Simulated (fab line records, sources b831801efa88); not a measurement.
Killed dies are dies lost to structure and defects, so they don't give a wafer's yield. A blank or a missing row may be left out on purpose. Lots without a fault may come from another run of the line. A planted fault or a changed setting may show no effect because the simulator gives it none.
Which tool did it? | flow gf180mcu | 13 lots, 39 wafers sampled, at 1 step of a route of 602

WHAT THE GAUGES READ, wafer by wafer
GF_V2_THK_MEAS_25: measures by xrf. Usual: V2_W_THK 356 nm, standard deviation 4.6.
lot  | measured     | on            | V2_W_THK (nm) | flag
L773 | day 20 05:55 | film_metro-01 | 350 360 358   |
L775 | day 21 06:22 | film_metro-01 | 355 357 357   |
L776 | day 21 11:28 | film_metro-04 | 353 354 356   |
L777 | day 21 21:35 | film_metro-01 | 355 351 355   |
L779 | day 22 10:06 | film_metro-04 | 352 352 362   |
L780 | day 23 03:34 | film_metro-04 | 357 365 367   |
L781 | day 23 06:27 | film_metro-03 | 364 356 359   |
L784 | day 24 11:48 | film_metro-04 | 355 355 356   |
L787 | day 25 09:13 | film_metro-03 | 354 352 349   |
L788 | day 25 16:08 | film_metro-04 | 352 351 349   |
L789 | day 26 02:09 | film_metro-03 | 357 358 362   |
L794 | day 27 09:38 | film_metro-04 | 359 358 357   |
L796 | day 28 08:08 | film_metro-01 | 358 342 348   |

WHICH TOOL RAN EACH LOT (tool, then ch and the chambers of the sampled wafers, then the start)
The record holds no process step before these readings.

WHAT THE TOOLS THEMSELVES READ (means of the sampled wafers that have a number; where no wafer has one, the mark that the record gives instead)
The record holds no such reading with a usual standard deviation.

THE ANSWER, worked out from the rows above alone
Rule: a lot is off if the mean of its wafers that have a number lies more than 3 standard deviations from the usual mean. A lot without any number at a reading at which 4 lots or more have one is off too. The other lots that the step has rows for count as sound. The gauges are gone through in route order, then the tools' own readings, and for those a lot's mean is taken as printed above. The first step at which some lot is off is used, and at that step the reading that is off furthest; a lot without a number counts as furthest.
No lot is off at any reading shown: from this, nothing can be told.

WHAT THE SIMULATOR HAD PUT IN
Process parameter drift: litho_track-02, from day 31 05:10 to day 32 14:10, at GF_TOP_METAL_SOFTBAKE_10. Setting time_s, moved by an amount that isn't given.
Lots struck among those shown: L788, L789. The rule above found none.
